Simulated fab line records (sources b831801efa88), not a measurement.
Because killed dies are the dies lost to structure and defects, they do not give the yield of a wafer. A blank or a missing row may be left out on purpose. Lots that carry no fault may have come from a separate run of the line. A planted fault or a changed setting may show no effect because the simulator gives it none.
A lot that was struck, set against a sound lot    flow sfq line    43 steps out of a route of 325
Sound: these wafers, L355.2, L355.5, L355.6. Wafers L368.1, L368.2, L368.6 were the ones struck. The cause is named last.
Order at every step that has rows: each side's tool, ch and its chambers, its first start. Under that, the readings that differ: sound wafers    struck wafers    difference of the means    sigmas: that difference in standard deviations of wafers without a fault.
alike: words and numbers the same on both sides, and readings whose means are apart by under 2 such deviations; not compared: readings that were withheld, readings missing a value for some wafer, numbers with overlapping values and no deviation given by the record, and bounds like >300 which may hide the same value.
Wherever a step has rows on one side only, a row that says differs or no value, or a row with sigmas, the two part there. Non-overlapping numbers with no deviation appear without sigmas and do not part them. Lack of a reading on every wafer of one side parts them only where that side has two or more wafers.

first, 6 steps without rows for these wafers: SFQ_TRILAYER_I4_VIA_LITHO_COAT_108 (resist thk 62 nm); SFQ_TRILAYER_I4_VIA_LITHO_COAT_103 (resist thk 650 nm); SFQ_TRILAYER_I4_VIA_LITHO_SOFTBAKE_107; SFQ_TRILAYER_I4_VIA_LITHO_EXPOSE_104 (exposes mask I4, target cd 700 nm); SFQ_TRILAYER_I4_VIA_LITHO_PEB_106 (peb time 60 s); SFQ_TRILAYER_I4_VIA_LITHO_DEVELOP_105 (time 60 s).
SFQ_I4_OVL_MEAS_928:
  sound on overlay-02, day 60 18:55; struck on overlay-01, day 65 20:10
  alike: I4_OVL
then, 2 steps without rows for these wafers: SFQ_TRILAYER_I4_VIA_BARC_OPEN_VIA_ETCH_146 (etches BARC in O2, target depth 125 nm, time 41.7 s); SFQ_TRILAYER_I4_VIA_ETCH_VIA_ETCH_106 (etches SiO2 in CHF3, stops on Nb, target depth 260 nm).
SFQ_TRILAYER_I4_VIA_STRIP_STRIP_107: strips in O2.
  sound on rie metal-04 ch 0,1, day 60 19:05; struck on rie metal-03 ch 0,1, day 65 20:21
  alike: drypump motor current A, oes product au
  not compared: rf hours counter h
then, 2 steps without rows for these wafers: SFQ_TRILAYER_I4_VIA_STRIP_SOLV_CLEAN_108 (cleans in NMP, time 600 s); SFQ_TRILAYER_JJ_TRILAYER_DEP_PRE_CLEAN_113 (time 22.5 s).
SFQ_TRILAYER_JJ_TRILAYER_DEP_SPUTTER_109: material Nb, target thk 150 nm, time 100 s.
  sound on pvd sputter-04, day 60 19:53; struck on pvd sputter-06, day 65 21:09
  no value came back on the struck wafers for base pressure pa (Pa), cathode dc power W (W), throttle valve pct (%); on the sound wafers base pressure pa (Pa) reads 1.32e-06 1.32e-06 1.16e-06
SFQ_TRILAYER_JJ_TRILAYER_DEP_SPUTTER_110: material Al, target thk 8 nm, time 10 s.
  sound on pvd sputter-04, day 60 19:58; struck on pvd sputter-06, day 65 21:13
  alike: base pressure pa, cathode dc power W, throttle valve pct
then, 2 steps without rows for these wafers: SFQ_TRILAYER_JJ_TRILAYER_DEP_AL_OXIDATION_111 (oxidation time 600 s); SFQ_TRILAYER_JJ_TRILAYER_DEP_SPUTTER_112 (material Nb, target thk 170 nm, time 113.3 s).
SFQ_JJ_RS_MEAS_929: uses a four-point probe to measure.
  sound on film metro-01, day 60 21:05; struck on film metro-02, day 65 22:20
  alike: JJ_NB_RS
then, 6 steps without rows for these wafers: SFQ_TRILAYER_JJ_CE_LITHO_COAT_119 (resist thk 62 nm); SFQ_TRILAYER_JJ_CE_LITHO_COAT_114 (resist thk 600 nm); SFQ_TRILAYER_JJ_CE_LITHO_SOFTBAKE_118; SFQ_TRILAYER_JJ_CE_LITHO_EXPOSE_115 (exposes mask J5, target cd 700 nm); SFQ_TRILAYER_JJ_CE_LITHO_PEB_117 (peb time 60 s); SFQ_TRILAYER_JJ_CE_LITHO_DEVELOP_116 (time 60 s).
-- the record jumps here: 4 days lie between the struck wafers' starts before and after --
SFQ_JJ_OVL_MEAS_931:
  sound on overlay-02, day 65 23:46; struck on overlay-02, day 69 23:00
  alike: J5_OVL
SFQ_TRILAYER_JJ_CE_METRO_MEASURE_117:
  sound on cd sem-01, day 66 00:00; struck on cd sem-02, day 69 23:02
  alike: cd nm
SFQ_TRILAYER_JJ_CE_BARC_OPEN_RIE_150: chemistry O2, target BARC, target depth 240 nm, time 80 s.
  sound on rie metal-01 ch 0,1, day 66 01:05; struck on rie metal-01 ch 0,1, day 70 00:14
  alike: drypump motor current A, oes product au
  not compared: rf hours counter h
SFQ_TRILAYER_JJ_CE_ETCH_RIE_118: chemistry SF6, target Nb, stops on Al2O3, time 97.7 s, target depth 170 nm.
  sound on rie metal-01 ch 0,1, day 66 01:11; struck on rie metal-01 ch 0,1, day 70 00:20
  alike: drypump motor current A, oes product au
  not compared: rf hours counter h
then, 9 steps without rows for these wafers: SFQ_TRILAYER_JJ_ANODIZE_ANODIZE_119; SFQ_TRILAYER_JJ_CE_STRIP_STRIP_120 (strips in O2); SFQ_TRILAYER_JJ_CE_STRIP_SOLV_CLEAN_121 (cleans in NMP, time 600 s); SFQ_TRILAYER_M5_LITHO_COAT_128 (resist thk 62 nm); SFQ_TRILAYER_M5_LITHO_COAT_123 (resist thk 600 nm); SFQ_TRILAYER_M5_LITHO_SOFTBAKE_127; SFQ_TRILAYER_M5_LITHO_EXPOSE_124 (exposes mask M5, target cd 700 nm); SFQ_TRILAYER_M5_LITHO_PEB_126 (peb time 60 s); SFQ_TRILAYER_M5_LITHO_DEVELOP_125 (time 60 s).
-- the record jumps here: 4 days lie between the struck wafers' starts before and after --
SFQ_M5_OVL_MEAS_932:
  sound on overlay-02, day 70 02:37; struck on overlay-01, day 74 08:33
  alike: M5_OVL
then, 1 step without rows for these wafers: SFQ_TRILAYER_M5_BARC_OPEN_METAL_ETCH_161 (etches BARC in O2, target depth 125 nm, time 41.7 s).
SFQ_TRILAYER_M5_ETCH_METAL_ETCH_126: etches Nb in Cl2/BCl3, stops on SiO2, time 203.2 s, target depth 265 nm.
  sound on rie metal-03 ch 0,1, day 70 02:42; struck on rie metal-03 ch 0,1, day 74 08:38
reading                         sound              struck             difference  sigmas
oes product au (a.u.)           0.725 0.728 0.728  0.378 0.377 0.374  -0.351      -63
model.M5.feature depth nm (nm)  162.7 163.1 162.5  12.38 12.25 12.22  -150.48     
model.etch.depth nm (nm)        150.3 150.7 150.1  0 0 0              -150        
  alike: drypump motor current A
  not compared: rf hours counter h
then, 2 steps without rows for these wafers: SFQ_TRILAYER_M5_STRIP_STRIP_127 (strips in O2); SFQ_TRILAYER_M5_STRIP_SOLV_CLEAN_128 (cleans in NMP, time 600 s).
-- the record jumps here: 4 days lie between the struck wafers' starts before and after --
SFQ_TRILAYER_R5_LITHO_EXPOSE_137: exposes mask R5, target cd 500 nm.
  struck on krf scanner-01, day 78 17:52; sound on krf scanner-02 ch 0, day 74 10:51
  no value came back on the struck wafers for exposure dose mJ cm2, focus offset nm (nm), na; on the sound wafers exposure dose mJ cm2 reads 14.410 14.408 14.406
  alike: mask
-- the record jumps here: 9 days lie between the struck wafers' starts before and after --
SFQ_M8_BOW_MEAS_951:
  sound on film metro-01, day 84 05:13; struck on film metro-01, day 88 02:32
reading                        sound               struck             difference  sigmas
M8_BOW (um)                    9 17 4              36 43 23           +24         +2
model.etest.m5.ohm sq          1.186 1.183 1.187   1e+06 1e+06 1e+06  +1e+06      
model.etest.m5.ohm um          1.694 1.691 1.702   1e+06 1e+06 1e+06  +1e+06      
model.etest.i4.link ohm        2.155 2.164 2.172   1e+06 1e+06 1e+06  +1e+06      
model.etest.i5.link ohm        2.25 2.254 2.249    1e+06 1e+06 1e+06  +1e+06      
model.etest.r5.comb log10 ohm  12 12 12            0 0 0              -12         
model.etest.jj.g times         0.9991 1.004 1.003  0 0 0              -1          

## WHERE THEY PART
Earliest at SFQ_TRILAYER_JJ_TRILAYER_DEP_SPUTTER_109; latest, in this record, at SFQ_M8_BOW_MEAS_951.

WHY: whatever the simulator had introduced
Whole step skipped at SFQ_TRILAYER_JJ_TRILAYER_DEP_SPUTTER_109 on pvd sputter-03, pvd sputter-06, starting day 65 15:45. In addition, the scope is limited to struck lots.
